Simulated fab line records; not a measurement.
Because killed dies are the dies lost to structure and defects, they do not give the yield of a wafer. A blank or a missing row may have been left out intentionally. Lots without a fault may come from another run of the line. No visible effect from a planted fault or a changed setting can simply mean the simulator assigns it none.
Matching of chambers	flow sky130	rieDiel-04 running SKY_PAD_OPEN_ETCH_07: 4 sister chambers
The step etches the open film in CF4/O2, stops on AlCu, target depth 725 nm, time 161.1 s. 14 wafers are shown with their chamber, then 6 later ones without.

WAFERS WITH THEIR CHAMBER
wafer	chamber	throttleValvePct (%)	chamberPressureMTorr (mTorr)	oesProductAu (a.u.)
L763.4	2	5.971	150.22	0.969
L763.5	2	5.956	150.25	0.982
L763.6	3	5.958	149.81	0.983
L765.1	1	5.981	150.20	0.972
L765.4	3	5.959	150.31	0.987
L765.6	1	5.975	149.93	0.992
L766.2	0	5.958	150.21	0.987
L766.4	1	5.949	150.08	0.985
L766.5	1	5.960	150.03	0.982
L770.2	0	5.944	150.20	0.977
L770.4	2	5.960	149.98	0.998
L770.5	1	5.977	149.82	0.994
L768.2	2	5.969	150.37	0.985
L768.4	1	5.984	150.05	0.983

SIGNATURES, as means of the wafers listed above
reading	chamber 0	chamber 1	chamber 2	chamber 3	scatter within a chamber
throttleValvePct	5.95100	5.97100	5.96400	5.95850	0.0109
chamberPressureMTorr	150.2050	150.0183	150.2050	150.0600	0.17
oesProductAu	0.98200	0.98467	0.98350	0.98500	0.00891
Rule: a wafer's distance from a chamber is the root of the sum, over the readings, of the square of ((its reading less the chamber's mean) divided by the reading's scatter). If the next closest chamber is less than 2 further off than the closest, the wafer can't be placed; otherwise it belongs to the closest. The scatter: the root of (the sum of the squares of (reading less its chamber's mean) over the shown wafers, divided by (wafers less chambers)).

WAFERS MISSING THEIR CHAMBER
wafer	throttleValvePct (%)	chamberPressureMTorr (mTorr)	oesProductAu (a.u.)
L768.6	5.960	150.14	0.990
L776.3	5.986	149.97	1.007
L776.5	5.951	149.93	0.976
L776.6	5.965	149.96	1.009
L777.2	5.989	150.15	0.989
L777.4	5.973	150.01	1.007

THE CHAMBER EACH PASSED THROUGH
wafer	from the rows above	in truth
L768.6	can't be placed: 3 or 2 or 0 or 1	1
L776.3	can't be placed: 1 or 3 or 2 or 0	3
L776.5	can't be placed: 3 or 0 or 1 or 2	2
L776.6	can't be placed: 1 or 3 or 2 or 0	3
L777.2	can't be placed: 1 or 2 or 3 or 0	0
L777.4	can't be placed: 1 or 3 or 2 or 0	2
0 of 6 placed correctly. Unplaceable from these rows: 6, with the true chamber sitting among the candidates in 6. Number placed wrongly: 0.
